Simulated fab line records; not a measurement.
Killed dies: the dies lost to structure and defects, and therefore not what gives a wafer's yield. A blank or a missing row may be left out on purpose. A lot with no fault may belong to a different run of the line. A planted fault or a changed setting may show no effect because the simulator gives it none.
Matching of chambers | flow gf180mcu | cmp-02 running GF_STI_CMP_25: 4 sister chambers
The step polishes, stops on Si3N4, t overpolish 33 s, target thk 524.6 nm. 8 wafers are shown with their chamber, then 12 later ones without.

WAFERS WITH THEIR CHAMBER
wafer  | chamber | timeToEndpointS (s) | motorCurrentA (A)
L081.1 | 1       | 128                 | 10.7
L084.2 | 1       | 125                 | 11.3
L085.6 | 0       | 124                 | 11.4
L086.4 | 2       | 125                 | 11.6
L086.6 | 3       | 121                 | 11.1
L087.3 | 0       | 137                 | 11.1
L087.5 | 3       | 131                 | 10.4
L087.6 | 2       | 132                 | 11.6

WAFERS WITH NO CHAMBER GIVEN
wafer  | timeToEndpointS (s) | motorCurrentA (A)
L089.2 | 128                 | 11.5
L089.3 | 125                 | 10.9
L089.6 | 132                 | 10.9
L092.2 | 128                 | 11.0
L092.5 | 128                 | 11.0
L092.6 | 124                 | 11.4
L093.2 | 121                 | 10.7
L093.3 | 126                 | 10.5
L093.4 | 126                 | 10.7
L096.2 | 125                 | 11.3
L096.3 | 124                 | 11.3
L096.4 | 130                 | 11.5

WHICH CHAMBER EACH ONE RAN IN
wafer  | from the rows above               | in truth
L089.2 | can't be placed: 2 or 0 or 1 or 3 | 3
L089.3 | can't be placed: 1 or 3 or 0 or 2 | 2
L089.6 | can't be placed: 1 or 3 or 0 or 2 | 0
L092.2 | can't be placed: 1 or 3 or 0 or 2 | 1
L092.5 | can't be placed: 1 or 3 or 0 or 2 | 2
L092.6 | can't be placed: 2 or 0 or 1 or 3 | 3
L093.2 | can't be placed: 3 or 1 or 0      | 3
L093.3 | can't be placed: 3 or 1 or 0      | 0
L093.4 | can't be placed: 3 or 1 or 0      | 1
L096.2 | can't be placed: 0 or 1 or 2 or 3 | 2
L096.3 | can't be placed: 1 or 0 or 2 or 3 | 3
L096.4 | can't be placed: 2 or 0 or 1 or 3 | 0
Correct placement for 0 of the 12. Can't be placed from these rows: 12 (the true chamber is among the candidates in 12). 0 placed wrongly.
How it was worked out, from the rows above alone: a wafer's distance from a chamber is the root of the sum, over the readings, of the square of ((its reading less the chamber's mean) divided by the reading's scatter). The wafer belongs to the nearest chamber; if the next one is less than 2 further off, it can't be placed. Each chamber's mean is taken over the wafers shown for it. The scatter: take each reading less its chamber's mean, square it, sum over the shown wafers, divide by the number of wafers less the number of chambers, and take the root.
